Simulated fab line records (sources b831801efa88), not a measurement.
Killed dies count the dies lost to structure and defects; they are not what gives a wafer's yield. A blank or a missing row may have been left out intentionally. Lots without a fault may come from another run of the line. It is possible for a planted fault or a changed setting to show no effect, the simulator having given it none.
Chamber matching / flow gf180mcu / GF_PASSIVATION_ETCH_11 on rie diel-01: 3 sister chambers
The step etches the open film in CF4/O2, stops on TiN, target depth 2040 nm, time 453.3 s. 3 wafers are shown with their chamber, then 5 later ones without.

== WAFERS WITH THEIR CHAMBER ==
wafer=L349.3; chamber=3; drypump motor current A (A)=5.8
wafer=L356.1; chamber=2; drypump motor current A (A)=6.0
wafer=L356.2; chamber=1; drypump motor current A (A)=5.7

== WAFERS WITHOUT THEIR CHAMBER ==
wafer=L360.4; drypump motor current A (A)=5.8
wafer=L360.5; drypump motor current A (A)=6.0
wafer=L360.6; drypump motor current A (A)=5.6
wafer=L366.4; drypump motor current A (A)=5.8
wafer=L366.5; drypump motor current A (A)=5.8

== EACH ONE'S CHAMBER ==
wafer=L360.4; from the rows above=3; in truth=3
wafer=L360.5; from the rows above=2; in truth=2
wafer=L360.6; from the rows above=1; in truth=1
wafer=L366.4; from the rows above=3; in truth=3
wafer=L366.5; from the rows above=3; in truth=3
Correctly placed: 5 of 5. Left unplaced by these rows: 0. 0 placed wrongly.
How it was worked out, from the rows above alone: a wafer's distance from a chamber is the root of the sum, over the readings, of the square of ((its reading less the chamber's mean) divided by the reading's scatter). The wafer belongs to the nearest chamber; if the next one is less than 2 further off, it can't be placed. Each chamber's mean is taken over the wafers shown for it. The scatter (one wafer shown for each chamber): square how far every hidden wafer sits from the nearest shown wafer, average those squares and take the square root.
